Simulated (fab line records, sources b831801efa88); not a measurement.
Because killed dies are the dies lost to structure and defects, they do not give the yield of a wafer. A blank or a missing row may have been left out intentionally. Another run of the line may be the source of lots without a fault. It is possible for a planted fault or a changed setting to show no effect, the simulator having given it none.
The tool behind it: which one? + flow sky130 + 10 lots, 30 wafers sampled, at 7 steps of a route of 708

WHAT THE GAUGES READ, wafer by wafer
SKY_SD_N_RS_MEAS_18: measures by four-point-probe. Usual: RES_XHIGH_RS gives 333.2 ohm/sq (standard deviation 1.4).
| lot  | measured     | on            | RES_XHIGH_RS (ohm/sq) | flag |
|------|--------------|---------------|-----------------------|------|
| L894 | day 27 19:40 | film-metro-01 | 334.7 334.1 334.7     |      |
| L895 | day 28 17:51 | film-metro-04 | 335.7 335.9 334.9     |      |
| L896 | day 28 21:04 | film-metro-01 | 332.8 332.7 334.6     |      |
| L899 | day 29 15:32 | film-metro-02 | 331.7 331.8 331.7     |      |
| L910 | day 33 13:32 | film-metro-04 | 334.8 334.6 334.3     |      |
| L911 | day 33 18:53 | film-metro-04 | 334.1 334.2 333.5     |      |
| L912 | day 33 23:25 | film-metro-02 | 332.5 332.1 332.0     |      |
| L914 | day 34 11:36 | film-metro-02 | 332.7 333.3 332.4     |      |
| L915 | day 34 16:01 | film-metro-04 | 335.9 334.5 335.6     |      |
| L917 | day 35 20:11 | film-metro-01 | 334.9 334.3 334.5     |      |

SKY_LOCAL_INTERCONNECT_RS_MEAS_01: measures by four-point-probe. Usual: LOCAL_INTERCONNECT_TIN_RS gives 14.11 ohm/sq (standard deviation 0.13).
| lot  | measured     | on            | LOCAL_INTERCONNECT_TIN_RS (ohm/sq) | flag |
|------|--------------|---------------|------------------------------------|------|
| L894 | day 29 01:28 | film-metro-02 | 14.00 13.93 13.90                  |      |
| L895 | day 29 23:04 | film-metro-02 | 14.09 14.07 13.94                  |      |
| L896 | day 30 02:52 | film-metro-03 | 14.05 14.08 13.98                  |      |
| L899 | day 30 21:32 | film-metro-02 | 14.32 14.20 14.25                  |      |
| L910 | day 34 16:55 | film-metro-02 | 14.19 12.94 14.19                  |      |
| L911 | day 34 21:54 | film-metro-03 | 14.31 14.19 14.28                  |      |
| L912 | day 35 02:46 | film-metro-01 | 14.20 14.05 14.10                  |      |
| L914 | day 35 12:50 | film-metro-01 | 13.83 13.79 13.88                  |      |
| L915 | day 35 19:26 | film-metro-03 | 14.31 14.15 14.12                  |      |
| L917 | day 37 00:16 | film-metro-03 | 14.29 14.25 14.32                  |      |

SKY_LOCAL_INTERCONNECT_THK_MEAS_02: measures by xrf. Usual: LOCAL_INTERCONNECT_TIN_THK gives 98.1 nm (standard deviation 0.88).
| lot  | measured     | on            | LOCAL_INTERCONNECT_TIN_THK (nm) | flag |
|------|--------------|---------------|---------------------------------|------|
| L894 | day 29 01:35 | film-metro-02 | 98.4 99.2 99.4                  |      |
| L895 | day 29 23:11 | film-metro-02 | 97.8 98.5 98.9                  |      |
| L896 | day 30 02:59 | film-metro-03 | 98.0 97.9 98.8                  |      |
| L899 | day 30 21:39 | film-metro-02 | 96.6 97.4 96.8                  |      |
| L910 | day 34 17:02 | film-metro-02 | 97.5 106.3 97.8                 |      |
| L911 | day 34 22:01 | film-metro-03 | 97.6 98.4 98.0                  |      |
| L912 | day 35 02:53 | film-metro-01 | 97.3 98.6 97.8                  |      |
| L914 | day 35 12:56 | film-metro-01 | 99.9 99.9 99.4                  |      |
| L915 | day 35 19:33 | film-metro-03 | 97.3 98.2 97.9                  |      |
| L917 | day 37 00:22 | film-metro-03 | 97.4 97.4 96.5                  |      |

SKY_CONTACT_THK_MEAS_03. Usual: CONTACT_HDPCVD_THK gives 566 nm (standard deviation 5.1).
| lot  | measured     | on            | CONTACT_HDPCVD_THK (nm) | flag |
|------|--------------|---------------|-------------------------|------|
| L894 | day 30 05:52 | film-metro-03 | 563 559 560             |      |
| L895 | day 31 03:14 | film-metro-02 | 569 563 565             |      |
| L896 | day 31 07:11 | film-metro-02 | 571 568 565             |      |
| L899 | day 32 01:34 | film-metro-02 | 569 572 567             |      |
| L910 | day 35 19:25 | film-metro-02 | 566 568 569             |      |
| L911 | day 36 01:04 | film-metro-02 | 561 566 569             |      |
| L912 | day 36 06:23 | film-metro-03 | 564 567 566             |      |
| L914 | day 36 15:40 | film-metro-04 | 568 559 566             |      |
| L915 | day 36 22:05 | film-metro-02 | 575 568 570             |      |
| L917 | day 38 03:40 | film-metro-02 | 558 564 564             |      |

WHAT TOOL EACH LOT RAN ON (gives the tool, then ch and the chambers of the sampled wafers, and finally the start)
| lot  | SKY_SD_P_STRIP_10                    | SKY_LOCAL_INTERCONNECT_SPUTTER_00 | SKY_LOCAL_INTERCONNECT_METAL_ETCH_14 |
|------|--------------------------------------|-----------------------------------|--------------------------------------|
| L894 | plasma-asher-04 ch 0,1, day 25 07:40 | pvd-sputter-03, day 29 01:25      | rie-metal-04 ch 0,1, day 30 04:59    |
| L895 | plasma-asher-01 ch 0,1, day 26 07:40 | pvd-sputter-02, day 29 23:01      | rie-metal-04 ch 0,1, day 31 02:26    |
| L896 | plasma-asher-02 ch 0,1, day 26 10:38 | pvd-sputter-02, day 30 02:49      | rie-metal-03 ch 0,1, day 31 06:23    |
| L899 | plasma-asher-02 ch 1, day 27 06:17   | pvd-sputter-03, day 30 21:28      | rie-metal-02 ch 0, day 32 00:45      |
| L910 | plasma-asher-02 ch 0,1, day 31 07:08 | pvd-sputter-02, day 34 16:51      | rie-metal-04 ch 0,1, day 35 18:36    |
| L911 | plasma-asher-01 ch 0,1, day 31 12:28 | pvd-sputter-03, day 34 21:50      | rie-metal-02 ch 0,1, day 36 00:15    |
| L912 | plasma-asher-04 ch 0,1, day 31 17:28 | pvd-sputter-04, day 35 02:41      | rie-metal-02 ch 0,1, day 36 05:35    |
| L914 | plasma-asher-02 ch 0,1, day 32 06:16 | pvd-sputter-04, day 35 12:44      | rie-metal-03 ch 0,1, day 36 14:49    |
| L915 | plasma-asher-01 ch 1, day 32 11:31   | pvd-sputter-04, day 35 19:22      | rie-metal-04 ch 1, day 36 21:17      |
| L917 | plasma-asher-02 ch 1, day 33 15:46   | pvd-sputter-03, day 37 00:11      | rie-metal-02 ch 0, day 38 02:22      |
- SKY_SD_P_STRIP_10: strips in O2/N2.
- SKY_LOCAL_INTERCONNECT_SPUTTER_00: material TiN, target thk 100 nm, time 83.3 s.
- SKY_LOCAL_INTERCONNECT_METAL_ETCH_14: etches TiN in Cl2/BCl3, stops on PSG, target depth 110 nm, time 31.4 s.

WHAT THE TOOLS THEMSELVES READ (means of the sampled wafers that have a number; where no wafer has one, the mark that the record gives instead)
SKY_SD_P_STRIP_10. Usual: drypump-motor-current-A 5.8 A, standard deviation 0.35; n2-flow-sccm 300.1 sccm, standard deviation 1.1; o2-flow-sccm 2999 sccm, standard deviation 8.3; oes-product-au 0.617 a.u., standard deviation 0.0044; strip-time-to-endpoint-s 17.50 s, standard deviation 0.036.
| lot  | tool            | drypump-motor-current-A (A) | n2-flow-sccm (sccm) | o2-flow-sccm (sccm) | oes-product-au (a.u.) | strip-time-to-endpoint-s (s) | flag |
|------|-----------------|-----------------------------|---------------------|---------------------|-----------------------|------------------------------|------|
| L894 | plasma-asher-04 | 5.6                         | 299.9               | 2990                | 0.618                 | 17.51                        |      |
| L895 | plasma-asher-01 | 5.8                         | 299.4               | 3002                | 0.613                 | 17.55                        |      |
| L896 | plasma-asher-02 | 5.9                         | 300.5               | 2993                | 0.619                 | 17.48                        |      |
| L899 | plasma-asher-02 | 5.4                         | 301.4               | 3002                | 0.615                 | 17.58                        |      |
| L910 | plasma-asher-02 | 5.7                         | 300.9               | 3000                | 0.614                 | 17.53                        |      |
| L911 | plasma-asher-01 | 5.9                         | 301.1               | 2993                | 0.615                 | 17.49                        |      |
| L912 | plasma-asher-04 | 5.5                         | 299.9               | 2999                | 0.611                 | 17.48                        |      |
| L914 | plasma-asher-02 | 5.9                         | 299.8               | 3004                | 0.617                 | 17.49                        |      |
| L915 | plasma-asher-01 | 6.1                         | 300.6               | 3010                | 0.616                 | 17.50                        |      |
| L917 | plasma-asher-02 | 5.4                         | 300.3               | 2998                | 0.616                 | 17.48                        |      |

SKY_LOCAL_INTERCONNECT_SPUTTER_00. Usual: 29.8 % for throttle-valve-pct, sd 1.2.
| lot  | tool           | throttle-valve-pct (%) | flag |
|------|----------------|------------------------|------|
| L894 | pvd-sputter-03 | 31.0                   |      |
| L895 | pvd-sputter-02 | 30.3                   |      |
| L896 | pvd-sputter-02 | 30.5                   |      |
| L899 | pvd-sputter-03 | 29.1                   |      |
| L910 | pvd-sputter-02 | 30.5                   |      |
| L911 | pvd-sputter-03 | 29.8                   |      |
| L912 | pvd-sputter-04 | 29.5                   |      |
| L914 | pvd-sputter-04 | 29.7                   |      |
| L915 | pvd-sputter-04 | 29.6                   |      |
| L917 | pvd-sputter-03 | 30.0                   |      |

SKY_LOCAL_INTERCONNECT_METAL_ETCH_14. Usual: drypump-motor-current-A 5.9 A, standard deviation 0.37; oes-product-au 0.941 a.u., standard deviation 0.0064; throttle-valve-pct 21.902 %, standard deviation 0.0094.
| lot  | tool         | drypump-motor-current-A (A) | oes-product-au (a.u.) | throttle-valve-pct (%) | flag |
|------|--------------|-----------------------------|-----------------------|------------------------|------|
| L894 | rie-metal-04 | 5.9                         | 0.946                 | 21.893                 |      |
| L895 | rie-metal-04 | 5.9                         | 0.947                 | 21.903                 |      |
| L896 | rie-metal-03 | 5.9                         | 0.944                 | 21.898                 |      |
| L899 | rie-metal-02 | 6.0                         | 0.938                 | 21.909                 |      |
| L910 | rie-metal-04 | 5.5                         | 0.953                 | 21.893                 |      |
| L911 | rie-metal-02 | 6.1                         | 0.937                 | 21.915                 |      |
| L912 | rie-metal-02 | 6.1                         | 0.944                 | 21.896                 |      |
| L914 | rie-metal-03 | 5.9                         | 0.949                 | 21.900                 |      |
| L915 | rie-metal-04 | 5.2                         | 0.937                 | 21.902                 |      |
| L917 | rie-metal-02 | 6.0                         | 0.935                 | 21.903                 |      |

THE ANSWER, worked out from the rows above alone
Rule: a lot is off if the mean of its wafers that have a number lies more than 3 standard deviations from the usual mean. Also off: a lot with no number at a reading for which 4 or more lots have one. The other lots that the step has rows for count as sound. First the gauges in route order, then the tools' own readings, where a lot's mean is used as printed above. The first step at which some lot is off is used, and at that step the reading that is off furthest; a lot without a number counts as furthest.
No lot is off at any reading shown: from this, nothing can be told.

WHAT THE SIMULATOR HAD PUT IN
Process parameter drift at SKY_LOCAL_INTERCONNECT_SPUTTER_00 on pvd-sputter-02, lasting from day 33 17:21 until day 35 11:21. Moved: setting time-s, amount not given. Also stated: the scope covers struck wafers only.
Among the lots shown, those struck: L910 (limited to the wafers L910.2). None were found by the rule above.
